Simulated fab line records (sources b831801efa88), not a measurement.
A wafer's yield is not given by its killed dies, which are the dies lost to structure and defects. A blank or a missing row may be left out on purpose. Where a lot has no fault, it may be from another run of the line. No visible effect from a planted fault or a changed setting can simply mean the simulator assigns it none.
What tool caused it? :: flow sky130 :: 7 lots, 20 wafers sampled, at 1 step of a route of 708

WHAT EACH GAUGE READ, for each wafer
SKY_POLY_GATE_THK_MEAS_21.
lot: L539
measured: day 17 07:31
on: film metro-03
POLY_GATE_OXIDATION_THK (nm): 4.01 4.00 4.11

lot: L541
measured: day 17 12:46
on: film metro-01
POLY_GATE_OXIDATION_THK (nm): 4.16 4.21 4.22

lot: L542
measured: day 17 22:57
on: film metro-03
POLY_GATE_OXIDATION_THK (nm): 4.02 3.99 4.05

lot: L546
measured: day 19 14:07
on: film metro-03
POLY_GATE_OXIDATION_THK (nm): 4.03 4.14 4.05

lot: L550
measured: day 21 01:41
on: film metro-03
POLY_GATE_OXIDATION_THK (nm): 3.89 3.87 3.93

lot: L554
measured: day 22 04:58
on: film metro-03
POLY_GATE_OXIDATION_THK (nm): 4.04 4.05

lot: L560
measured: day 24 13:26
on: film metro-03
POLY_GATE_OXIDATION_THK (nm): 4.00 3.88 3.93

EACH LOT AND THE TOOL THAT RAN IT (in order: tool; ch and the chambers of the sampled wafers; start)
The record holds no process step before these readings.

THE ANSWER, worked out from the rows above alone
Rule: the lots themselves supply what counts as usual. The widest of any qualifying gaps counts: lots, ordered by their means at a reading, are off when they make up no more than a third of the lots, leave a main group of 4 or more, and stand apart from it by 3 or more times the standard deviation of that group's means. A main group is skipped when, at the precision printed for the reading in the tables above, its means are all equal. A lot without any number at a reading at which 4 lots or more have one is off too. Where the step has rows for the other lots, those lots are counted as sound.
No lot is off on any of the readings shown, so nothing can be concluded from this.

WHAT THE SIMULATOR HAD PUT IN
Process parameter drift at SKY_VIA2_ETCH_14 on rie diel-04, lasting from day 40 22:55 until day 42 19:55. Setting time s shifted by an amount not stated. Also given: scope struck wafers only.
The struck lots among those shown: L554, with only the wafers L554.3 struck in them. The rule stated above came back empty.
